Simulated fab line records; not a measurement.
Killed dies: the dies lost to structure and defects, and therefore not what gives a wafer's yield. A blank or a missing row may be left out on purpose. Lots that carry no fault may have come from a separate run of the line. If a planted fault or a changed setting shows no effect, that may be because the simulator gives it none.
A single fault, viewed from 2 desks / flow gf180mcu / each desk holds nothing but its own numbers, with what lay behind them at the end

THE TOOL OWNER'S DESK: plasma_asher-02
The tool's own readings at GF_HV_LDD_STRIP_22 (strips in O2/N2): means of the sampled wafers that have a number, for each lot that ran on this tool. Any lot whose mean is over 4 standard deviations away from the usual mean is out of limits and marked OUT; that distance is given in the brackets.
Columns: A = drypump_motor_current_A at GF_HV_LDD_STRIP_22, usual 5.4 A; B = heater_power_w at GF_HV_LDD_STRIP_22, usual 343 W; C = oes_product_au at GF_HV_LDD_STRIP_22, usual 0.716 a.u.; D = strip_time_to_endpoint_s at GF_HV_LDD_STRIP_22, usual 12.62 s
lot=L863; first seen here=day 10 20:17; A=6.2; B=321; C=0.712; D=12.61
lot=L866; first seen here=day 11 15:13; A=6.1; B=340; C=0.719; D=12.65
lot=L871; first seen here=day 13 05:40; A=5.9; B=362; C=0.716; D=12.60
lot=L872; first seen here=day 14 00:01; A=6.0; B=337; C=0.715; D=12.65
lot=L873; first seen here=day 14 09:08; A=6.1; B=348; C=0.953 (+56) OUT; D=-
This desk finds L873 out of limits, L873 being first, at day 14 09:08 (oes_product_au at GF_HV_LDD_STRIP_22). L863, L866, L871, L872: within limits.

AT THE METROLOGY DESK
What the gauges read for every lot (on any tool): the sampled wafers with a number, averaged. Any lot whose mean is over 4 standard deviations away from the usual mean is out of limits and marked OUT; that distance is given in the brackets.
Columns: A = POLY_GATE_OXIDATION_THK at GF_POLY_GATE_THK_MEAS_17, usual 4.05 nm; B = cd_nm at GF_HV_LDD_CD_MEAS_19, usual 400.2 nm; C = HV_LDD_02_OVL at GF_HV_LDD_OVL_MEAS_32, usual -1.1 nm
lot=L863; first seen here=day 9 07:56; A=4.01; B=399.5; C=-0.7
lot=L864; first seen here=day 9 12:29; A=3.94; B=405.3; C=0.1
lot=L865; first seen here=day 9 18:48; A=4.10; B=398.7; C=-2.1
lot=L866; first seen here=day 10 02:14; A=4.13; B=399.1; C=-1.9
lot=L867; first seen here=day 10 07:14; A=4.09; B=400.8; C=-2.5
lot=L868; first seen here=day 10 15:02; A=4.02; B=400.8; C=-1.5
lot=L870; first seen here=day 11 07:42; A=4.05; B=401.1; C=-2.0
lot=L871; first seen here=day 11 14:26; A=4.03; B=395.2; C=-1.0
lot=L872; first seen here=day 12 07:55; A=3.95; B=397.4; C=-2.7
lot=L873; first seen here=day 12 16:10; A=4.00; B=401.8; C=-1.8
lot=L874; first seen here=day 12 18:50; A=4.11; B=399.2; C=-2.1
lot=L884; first seen here=day 15 12:14; A=4.05; B=398.6; C=0.5
lot=L885; first seen here=day 15 17:59; A=4.01; B=399.3; C=-0.4
Finding of this desk: none of the 13 lots has anything out of limits.

PUT TOGETHER
The tool owner's desk could have raised an alarm at day 14 09:08, on L873.
Metrology desk: nothing out of limits seen.
The metrology desk has L873 on record, within its limits.
Every lot named ran GF_HV_LDD_STRIP_22 on plasma_asher-02.

WHAT THE SIMULATOR HAD PUT IN
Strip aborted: plasma_asher-02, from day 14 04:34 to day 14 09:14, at GF_HV_LDD_STRIP_22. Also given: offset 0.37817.
Lots struck among those shown: L873.
Delay in hours, fault start to first out-of-limits reading, by desk: the tool owner's desk at 5.
